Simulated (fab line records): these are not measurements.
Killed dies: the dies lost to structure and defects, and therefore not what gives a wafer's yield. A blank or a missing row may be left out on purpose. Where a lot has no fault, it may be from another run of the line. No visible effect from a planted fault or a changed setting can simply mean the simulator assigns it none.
2 desks, one fault    flow sky130    each desk has only its own numbers; what lay behind them comes last

== FROM THE METROLOGY DESK ==
What the gauges read, lot by lot, whatever tool the lot ran on: means of the sampled wafers that have a number. Marked OUT: a lot whose mean sits more than 4 standard deviations from the usual mean, which makes it out of limits; the brackets give that distance.
Columns: A = LDD_LDN_OVL at SKY_LDD_LDN_OVL_MEAS_07, usual 1.5 nm; B = SD_P_OVL at SKY_SD_P_OVL_MEAS_08, usual 0.2 nm; C = SD_N_OVL at SKY_SD_N_OVL_MEAS_08, usual -1.1 nm
lot   first seen here  A                B     C
L143  day 23 05:10     2.1              1.1   1.0
L144  day 23 06:13     0.6              -1.0  -0.0
L145  day 23 21:16     0.6              -0.3  -1.2
L147  day 24 08:19     -52.6 (-49) OUT  0.2   -1.0
L148  day 24 23:49     -53.9 (-50) OUT  -1.0  -0.8
L149  day 25 11:37     2.8              -0.5  -0.9
L151  day 25 23:34     -52.7 (-49) OUT  1.3   0.7
L154  day 27 02:55     -51.1 (-48) OUT  -0.2  -1.2
L155  day 27 10:30     1.1              -1.9  1.3
L157  day 27 23:51     0.6              0.3   0.8
L160  day 29 04:58     2.6              1.0   -1.3
L161  day 29 13:54     1.9              -0.4  -0.3
L166  day 31 02:24     1.8              -0.3  -2.4
This desk reports L147, L148, L151, L154 out of limits; the earliest was L147 at day 24 08:19 (LDD_LDN_OVL at SKY_LDD_LDN_OVL_MEAS_07). In limits: L143, L144, L145, L149, L155, L157, L160, L161, L166.

== DESK OF THE TOOL OWNER: iline stepper-02 ==
The tool's own readings at SKY_LDD_LDN_EXPOSE_04 (exposes mask LDNTM, target cd 700 nm): means of the sampled wafers that have a number, for each lot that ran on this tool. Marked OUT: a lot whose mean sits more than 4 standard deviations from the usual mean, which makes it out of limits; the brackets give that distance.
Columns: A = exposure dose mJ cm2 at SKY_LDD_LDN_EXPOSE_04, usual 137.40; B = focus offset nm at SKY_LDD_LDN_EXPOSE_04, usual 0.1 nm
lot   first seen here  A       B
L144  day 22 15:04     137.46  -0.2
L145  day 23 06:47     137.18  -0.2
L147  day 23 16:59     137.46  -0.2
L148  day 24 09:30     137.30  0.4
L151  day 25 09:34     137.37  -0.5
L154  day 26 12:20     137.48  0.5
Result from this desk: across the 6 lots, nothing is out of limits.

== TAKEN TOGETHER ==
Metrology desk: alarm possible at day 24 08:19 on L147, L148, L151, L154.
Nothing out of limits was seen by the tool owner's desk.
On record at the tool owner's desk: L147, L148, L151, L154, within its limits.
SKY_LDD_LDN_EXPOSE_04 was run on iline stepper-02 by each of the lots named.

== WHAT WAS PUT IN BY THE SIMULATOR ==
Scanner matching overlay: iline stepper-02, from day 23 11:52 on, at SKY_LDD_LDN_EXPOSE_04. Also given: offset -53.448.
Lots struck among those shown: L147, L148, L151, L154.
Time in hours between the start of the fault and the first out-of-limits reading at each desk: metrology desk, 20.
